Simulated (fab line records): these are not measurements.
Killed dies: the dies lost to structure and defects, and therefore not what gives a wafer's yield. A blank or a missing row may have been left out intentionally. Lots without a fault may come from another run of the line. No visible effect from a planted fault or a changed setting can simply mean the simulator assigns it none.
Matching of chambers || flow sky130 || 4 sister chambers for SKY_VIA3_CMP_24 on cmp-01
The step polishes, stops on SiO2, t overpolish 20 s, target thk 0 nm. 8 wafers are shown with their chamber, then 6 later ones without.

WAFERS, EACH WITH ITS CHAMBER
{"wafer": "L756.1", "chamber": 3, "motor current A (A)": 9.5, "time to endpoint s (s)": 89}
{"wafer": "L757.4", "chamber": 3, "motor current A (A)": 9.3, "time to endpoint s (s)": 87}
{"wafer": "L761.6", "chamber": 1, "motor current A (A)": 9.1, "time to endpoint s (s)": 94}
{"wafer": "L764.3", "chamber": 2, "motor current A (A)": 8.9, "time to endpoint s (s)": 95}
{"wafer": "L764.4", "chamber": 0, "motor current A (A)": 12.2, "time to endpoint s (s)": 93}
{"wafer": "L764.5", "chamber": 0, "motor current A (A)": 11.9, "time to endpoint s (s)": 89}
{"wafer": "L767.3", "chamber": 1, "motor current A (A)": 9.7, "time to endpoint s (s)": 93}
{"wafer": "L767.4", "chamber": 2, "motor current A (A)": 9.1, "time to endpoint s (s)": 93}

WAFERS WITHOUT THEIR CHAMBER
{"wafer": "L772.1", "motor current A (A)": 9.4, "time to endpoint s (s)": 96}
{"wafer": "L772.2", "motor current A (A)": 9.0, "time to endpoint s (s)": 97}
{"wafer": "L772.3", "motor current A (A)": 8.6, "time to endpoint s (s)": 101}
{"wafer": "L775.1", "motor current A (A)": 8.7, "time to endpoint s (s)": 101}
{"wafer": "L775.2", "motor current A (A)": 10.1, "time to endpoint s (s)": 91}
{"wafer": "L775.4", "motor current A (A)": 9.5, "time to endpoint s (s)": 95}

EACH ONE'S CHAMBER
{"wafer": "L772.1", "from the rows above": "can't be placed: 1 or 2", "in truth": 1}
{"wafer": "L772.2", "from the rows above": "can't be placed: 2 or 1", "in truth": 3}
{"wafer": "L772.3", "from the rows above": "can't be placed: 2 or 1", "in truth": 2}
{"wafer": "L775.1", "from the rows above": "can't be placed: 2 or 1", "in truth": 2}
{"wafer": "L775.2", "from the rows above": "can't be placed: 1 or 3 or 2", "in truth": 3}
{"wafer": "L775.4", "from the rows above": "can't be placed: 1 or 2", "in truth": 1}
0 of 6 placed correctly. Unplaceable from these rows: 6, with the true chamber sitting among the candidates in 5. Number placed wrongly: 0.
How it was worked out, from the rows above alone: a wafer's distance from a chamber is the root of the sum, over the readings, of the square of ((its reading less the chamber's mean) divided by the reading's scatter). The wafer belongs to the nearest chamber; if the next one is less than 2 further off, it can't be placed. For every chamber, the mean is computed from those of its wafers that are shown. The scatter: the root of (the sum of the squares of (reading less its chamber's mean) over the shown wafers, divided by (wafers less chambers)).
